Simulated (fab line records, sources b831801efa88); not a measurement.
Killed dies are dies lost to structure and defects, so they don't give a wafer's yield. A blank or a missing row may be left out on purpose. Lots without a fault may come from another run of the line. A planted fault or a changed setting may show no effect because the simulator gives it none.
Which tool did it? | flow gf180mcu | 14 lots, 42 wafers sampled, at 4 steps of a route of 602

WHAT THE GAUGES READ, wafer by wafer
GF_V2_THK_MEAS_03.
lot  | measured     | on            | V2_CVD_02_THK (nm)
L789 | day 19 03:56 | film_metro-04 | 848 855 863
L790 | day 19 21:45 | film_metro-03 | 847 840 856
L792 | day 20 08:17 | film_metro-04 | 830 836 856
L793 | day 20 22:43 | film_metro-04 | 848 854 857
L794 | day 21 04:28 | film_metro-04 | 847 868 863
L796 | day 22 03:13 | film_metro-04 | 845 839 854
L797 | day 22 08:10 | film_metro-01 | 840 856 871
L798 | day 22 11:17 | film_metro-04 | 844 851 855
L807 | day 25 23:56 | film_metro-04 | 835 846 841
L809 | day 26 06:56 | film_metro-01 | 817 823 822
L808 | day 26 07:22 | film_metro-04 | 827 843 847
L811 | day 27 00:48 | film_metro-01 | 852 863 849

WHICH TOOL RAN EACH LOT (tool, then ch and the chambers of the sampled wafers, then the start)
lot  | GF_PSD_STRIP_10                      | GF_CONTACT_SPUTTER_23        | GF_V1_CMP_04
L789 | plasma_asher-02 ch 0,1, day 14 03:32 | pvd_sputter-04, day 16 01:46 | cmp-02 ch 0,1,2, day 17 02:49
L790 | plasma_asher-02 ch 0,1, day 14 19:23 | pvd_sputter-03, day 16 18:22 | cmp-01 ch 0,2, day 17 18:59
L792 | plasma_asher-01 ch 0,1, day 15 03:35 | pvd_sputter-02, day 17 03:48 | cmp-02 ch 0,2,3, day 18 05:05
L793 | plasma_asher-02 ch 0,1, day 15 18:14 | pvd_sputter-03, day 17 18:33 | cmp-01 ch 0,1,3, day 18 19:56
L794 | plasma_asher-01 ch 0,1, day 15 22:43 | pvd_sputter-03, day 17 22:40 | cmp-02 ch 1,2, day 19 00:57
L796 | plasma_asher-02 ch 1, day 16 19:17   | pvd_sputter-03, day 18 21:07 | cmp-01 ch 0,1,3, day 20 00:06
L797 | plasma_asher-04 ch 0,1, day 17 00:17 | pvd_sputter-02, day 19 02:25 | cmp-01 ch 1,2,3, day 20 05:03
L798 | plasma_asher-04 ch 0,1, day 17 05:35 | pvd_sputter-03, day 19 07:13 | cmp-01 ch 1,3, day 20 08:37
L805 | plasma_asher-04 ch 0,1, day 20 03:55 | -                            | -
L806 | plasma_asher-02 ch 1, day 20 05:56   | -                            | -
L807 | plasma_asher-04 ch 0,1, day 21 00:35 | pvd_sputter-02, day 23 02:01 | cmp-02 ch 0,2,3, day 24 02:01
L809 | plasma_asher-02 ch 0,1, day 21 07:38 | pvd_sputter-02, day 23 09:00 | cmp-02 ch 0,1,3, day 24 09:32
L808 | plasma_asher-01 ch 0,1, day 21 07:56 | pvd_sputter-04, day 23 09:19 | cmp-02 ch 2,3, day 24 09:58
L811 | plasma_asher-02 ch 0,1, day 22 03:59 | pvd_sputter-02, day 24 03:54 | cmp-01 ch 1,2,3, day 25 03:59
- GF_PSD_STRIP_10: strips in O2/N2.
- GF_CONTACT_SPUTTER_23: material TiN, target thk 10 nm, time 40 s.
- GF_V1_CMP_04: polishes SiO2.

WHAT THE TOOLS THEMSELVES READ (means of the sampled wafers that have a number; where no wafer has one, the mark that the record gives instead)
GF_PSD_STRIP_10.
lot  | tool            | chamber_pressure_mTorr (mTorr) | drypump_motor_current_A (A) | heater_power_w (W) | n2_flow_sccm (sccm) | oes_product_au (a.u.) | strip_time_to_endpoint_s (s)
L789 | plasma_asher-02 | 1500.2                         | 5.7                         | 401                | 300.0               | 0.587                 | 16.551
L790 | plasma_asher-02 | 1499.4                         | 5.7                         | 402                | 300.0               | 0.593                 | 16.502
L792 | plasma_asher-01 | 1499.3                         | 6.5                         | 335                | 299.4               | 0.596                 | 16.516
L793 | plasma_asher-02 | 1499.8                         | 5.7                         | 408                | 300.1               | 0.590                 | 16.511
L794 | plasma_asher-01 | 1500.9                         | 6.5                         | 336                | 300.1               | 0.594                 | 16.504
L796 | plasma_asher-02 | 1499.3                         | 5.8                         | 419                | 300.3               | 0.593                 | 16.551
L797 | plasma_asher-04 | 1500.0                         | 6.5                         | 349                | 299.6               | 0.590                 | 16.543
L798 | plasma_asher-04 | 1499.8                         | 6.4                         | 350                | 299.1               | 0.596                 | 16.525
L805 | plasma_asher-04 | -                              | -                           | -                  | -                   | -                     | -
L806 | plasma_asher-02 | -                              | -                           | -                  | -                   | -                     | -
L807 | plasma_asher-04 | 1499.9                         | 6.4                         | 342                | 300.6               | 0.590                 | 16.514
L809 | plasma_asher-02 | 1500.1                         | 5.7                         | 400                | 300.2               | 0.589                 | 16.492
L808 | plasma_asher-01 | 1499.7                         | 6.5                         | 338                | 299.8               | 0.595                 | 16.549
L811 | plasma_asher-02 | 1501.5                         | 5.7                         | 404                | 299.8               | 0.589                 | 16.485

GF_CONTACT_SPUTTER_23.
lot  | tool           | throttle_valve_pct (%)
L789 | pvd_sputter-04 | 30.1
L790 | pvd_sputter-03 | 30.2
L792 | pvd_sputter-02 | 30.4
L793 | pvd_sputter-03 | 29.8
L794 | pvd_sputter-03 | 30.4
L796 | pvd_sputter-03 | 30.1
L797 | pvd_sputter-02 | 30.3
L798 | pvd_sputter-03 | 29.8
L807 | pvd_sputter-02 | 30.4
L809 | pvd_sputter-02 | 30.3
L808 | pvd_sputter-04 | 30.2
L811 | pvd_sputter-02 | 30.6

GF_V1_CMP_04.
lot  | tool   | motor_current_A (A) | time_to_endpoint_s (s)
L789 | cmp-02 | 11.5                | 81
L790 | cmp-01 | 12.2                | 79
L792 | cmp-02 | 12.3                | 80
L793 | cmp-01 | 11.4                | 78
L794 | cmp-02 | 11.1                | 86
L796 | cmp-01 | 10.7                | 78
L797 | cmp-01 | 11.6                | 78
L798 | cmp-01 | 10.6                | 86
L807 | cmp-02 | 12.5                | 74
L809 | cmp-02 | 13.1                | 87
L808 | cmp-02 | 12.1                | 79
L811 | cmp-01 | 12.0                | 86

THE ANSWER, worked out from the rows above alone
Rule: what is usual is taken from the lots themselves. Put in order of their means at a reading, lots are off if they are a third of the lots or fewer, leave a main group of 4 or more, and stand apart from it by a gap of 3 or more times the standard deviation of the main group's means; of several such gaps the widest counts. A main group whose means are all the same, to the digits that the tables above print for the reading, isn't used. A lot without any number at a reading at which 4 lots or more have one is off too. The other lots that the step has rows for count as sound. The gauges are gone through in route order, then the tools' own readings, and for those a lot's mean is taken as printed above. The first step at which some lot is off is used, and at that step the reading that is off furthest; a lot without a number counts as furthest.
Off: L805, L806, at GF_PSD_STRIP_10 (chamber_pressure_mTorr). Without a number there: L805, L806. The main group: mean 1500.0 mTorr, standard deviation 0.62.
A tool fits if, at that step or a process step before it, it ran every lot that is off, and no sound lot after the first of them. None of those tried fits.

WHAT THE SIMULATOR HAD PUT IN
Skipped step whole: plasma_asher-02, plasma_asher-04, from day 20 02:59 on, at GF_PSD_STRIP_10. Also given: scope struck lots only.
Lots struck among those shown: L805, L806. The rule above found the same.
